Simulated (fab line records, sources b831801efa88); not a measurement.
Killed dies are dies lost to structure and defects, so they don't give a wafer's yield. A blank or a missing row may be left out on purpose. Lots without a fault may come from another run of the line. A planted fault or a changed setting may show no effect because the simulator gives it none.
Chamber matching | flow sky130 | SKY_POLY_GATE_ETCH_17 on rie_si-01: 4 sister chambers
The step etches poly-Si in HBr/Cl2, stops on SiO2, target depth 180 nm, time 70.5 s. 8 wafers are shown with their chamber, then 8 later ones without.

WAFERS WITH THEIR CHAMBER
wafer  | chamber | drypump_motor_current_A (A) | throttle_valve_pct (%)
L512.6 | 1       | 5.6                         | 33.676
L513.2 | 3       | 6.1                         | 33.686
L513.3 | 2       | 6.7                         | 33.690
L513.5 | 2       | 6.7                         | 33.682
L514.3 | 0       | 5.9                         | 33.685
L514.4 | 3       | 6.0                         | 33.681
L514.6 | 0       | 5.9                         | 33.667
L515.1 | 1       | 5.6                         | 33.684

WAFERS WITHOUT THEIR CHAMBER
wafer  | drypump_motor_current_A (A) | throttle_valve_pct (%)
L515.2 | 5.9                         | 33.694
L515.3 | 6.0                         | 33.690
L517.2 | 5.9                         | 33.687
L517.3 | 6.7                         | 33.691
L517.4 | 6.1                         | 33.694
L523.2 | 5.9                         | 33.691
L523.3 | 6.0                         | 33.694
L523.6 | 5.9                         | 33.689

WHICH CHAMBER EACH WENT THROUGH
wafer  | from the rows above     | in truth
L515.2 | 0                       | 0
L515.3 | can't be placed: 3 or 0 | 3
L517.2 | 0                       | 0
L517.3 | 2                       | 2
L517.4 | 3                       | 3
L523.2 | 0                       | 0
L523.3 | can't be placed: 3 or 0 | 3
L523.6 | 0                       | 0
Placed correctly: 6 of 8. Can't be placed from these rows: 2 (the true chamber is among the candidates in 2). Placed wrongly: 0.
How it was worked out, from the rows above alone: a wafer's distance from a chamber is the root of the sum, over the readings, of the square of ((its reading less the chamber's mean) divided by the reading's scatter). The wafer belongs to the nearest chamber; if the next one is less than 2 further off, it can't be placed. A chamber's mean is the mean of its shown wafers. The scatter: the root of (the sum of the squares of (reading less its chamber's mean) over the shown wafers, divided by (wafers less chambers)).
